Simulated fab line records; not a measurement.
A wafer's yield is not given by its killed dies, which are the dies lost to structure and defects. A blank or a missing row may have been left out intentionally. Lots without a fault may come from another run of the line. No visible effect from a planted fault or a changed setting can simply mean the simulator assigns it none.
2 desks looking at one fault -- flow sfqLine -- each desk has only its own numbers; what lay behind them comes last

== METROLOGY DESK ==
Means of the sampled wafers that have a number, per lot and without regard to the tool the lot ran on: this is what the gauges read. A lot is out of limits, marked OUT, if its mean lies more than 4 standard deviations from the usual mean; the brackets give that distance.
Columns: A = M5_OVL at SFQ_M5_OVL_MEAS_932, usual 3 nm
lot,first seen here,A
L150,day 64 11:24,6
L151,day 64 13:47,4
L152,day 65 01:08,8
L153,day 65 08:25,5
L154,day 65 20:25,3
L155,day 66 01:13,-3
L163,day 68 12:01,8
L164,day 68 13:13,4
L165,day 69 01:13,3
Result from this desk: across the 9 lots, nothing is out of limits.

== THE TOOL OWNER'S DESK: krfScanner-02 ==
The tool's own readings at SFQ_TRILAYER_JJ_CE_LITHO_EXPOSE_115 (exposes mask J5, target cd 700 nm): means of the sampled wafers that have a number, for each lot that ran on this tool. A lot is out of limits, marked OUT, if its mean lies more than 4 standard deviations from the usual mean; the brackets give that distance.
Columns: A = exposureDoseMJCm2 at SFQ_TRILAYER_JJ_CE_LITHO_EXPOSE_115, usual 14.403
lot,first seen here,A
L150,day 58 18:51,14.382
L151,day 58 23:03,14.412
L152,day 59 08:03,14.393
L153,day 59 13:27,15.756 (+85) OUT
L154,day 60 01:51,15.778 (+86) OUT
L155,day 60 06:15,15.762 (+85) OUT
This desk's verdict: out of limits on L153, L154, L155, starting with L153 at day 59 13:27 (exposureDoseMJCm2 at SFQ_TRILAYER_JJ_CE_LITHO_EXPOSE_115). L150, L151, L152: within limits.

== PUT TOGETHER ==
An alarm could have come from the tool owner's desk at day 59 13:27, on L153, L154, L155.
Nothing out of limits was seen by the metrology desk.
The metrology desk holds a record of L153, L154, L155, inside its limits.
Of the lots named, all ran SFQ_TRILAYER_JJ_CE_LITHO_EXPOSE_115 on krfScanner-02.

== WHAT HAD BEEN PUT IN BY THE SIMULATOR ==
Process parameters drifting: krfScanner-02 at SFQ_TRILAYER_JJ_CE_LITHO_EXPOSE_115, beginning at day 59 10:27. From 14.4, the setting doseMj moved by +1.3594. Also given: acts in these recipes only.
Lots struck among those shown: L153, L154, L155.
Each desk's first reading out of limits, in hours after the fault started: the tool owner's desk, 3.
